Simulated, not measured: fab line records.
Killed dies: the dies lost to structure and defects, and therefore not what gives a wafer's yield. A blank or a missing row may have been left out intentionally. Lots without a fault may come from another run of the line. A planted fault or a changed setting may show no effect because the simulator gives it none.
Code-filled problem report in 8D (eight disciplines) form + flow sky130 + the parts of the form that need people (team, actions taken, sign-off) are left out

## 1. WHAT IS WRONG
Wafers without a fault read 23.01 C, standard deviation 0.11; developer temp C at SKY_SD_N_DEVELOP_06 reads a mean of 22.11 C on 9 wafers belonging to 3 lots. That is -8.1 standard deviations from the usual mean.
The step: develop time 60 s.
Earliest sighting: wafer L833.1 on litho track-03 at day 33 02:26. At this step, 21 wafers from 7 lots have a number in the record. The rule behind "out" and "out of limits": a value lying over 4 standard deviations away from the usual mean. Any other wafer with a number is counted as sound.

## 2. WHAT IT IS, AND WHAT IT ISN'T
| question                    | is                     | is not                                                                   |
|-----------------------------|------------------------|--------------------------------------------------------------------------|
| which readings at this step | developer temp C       | chill plate temp C                                                       |
| which lots                  | L833, L836, L840       | L824, L830, L841, L843                                                   |
| which wafers of those lots  | all that have a number | -                                                                        |
| read on which tools         | litho track-03         | litho track-01, litho track-04                                           |
| when                        | from day 33 02:26      | up to then (6 sound wafers); but 6 sound wafers of L841, L843 came after |

## 3. WHAT RULES OUT EACH SUSPECT
Counting: a tool at a process step up to the reading stays a suspect if it ran every lot that is out and no sound lot after the first of them.
- litho track-03 at SKY_SD_N_DEVELOP_06 (develop time 60 s): kept. It ran every lot that is out, first L833 (day 33 02:26), and no sound lot after that; its last sound lot up to then is L824 (day 30 09:50). Its own readings are out on those wafers: developer temp C.
Remaining after the count: litho track-03 at SKY_SD_N_DEVELOP_06.

## 4. THE CAUSE (what the simulator had put in)
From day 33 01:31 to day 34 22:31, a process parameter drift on litho track-03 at SKY_SD_N_DEVELOP_06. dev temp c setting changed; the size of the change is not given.
Only this tool survived the counting.

## 5. THE EFFECT CHAIN, in route order
Rows list readings where the struck wafers' mean (over those with a number) sits beyond 3 standard deviations from the usual. Readings are gone through only where the record gives a usual standard deviation; hours: the median, over the lots, of the time from a lot's start at the first step in this table giving one to that lot's start at this step; sigmas: the change measured in usual standard deviations.
| hours | step                | reading          | usual   | on struck wafers | change | sigmas |
|-------|---------------------|------------------|---------|------------------|--------|--------|
| 0     | SKY_SD_N_DEVELOP_06 | developer temp C | 23.01 C | 22.11            | -0.90  | -8.1   |
It contains these process steps:
- SKY_SD_N_DEVELOP_06: develop time 60 s.
At these later measuring or inspecting steps, every struck wafer for which the step has a row has a number for every such reading, and none has moved that far: SKY_SD_N_CD_MEAS_07.

## 6. HOW IT WOULD HAVE BEEN CAUGHT EARLIER
In this record the first reading out of limits was taken at day 33 02:26, 1 hour after the fault began at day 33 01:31.
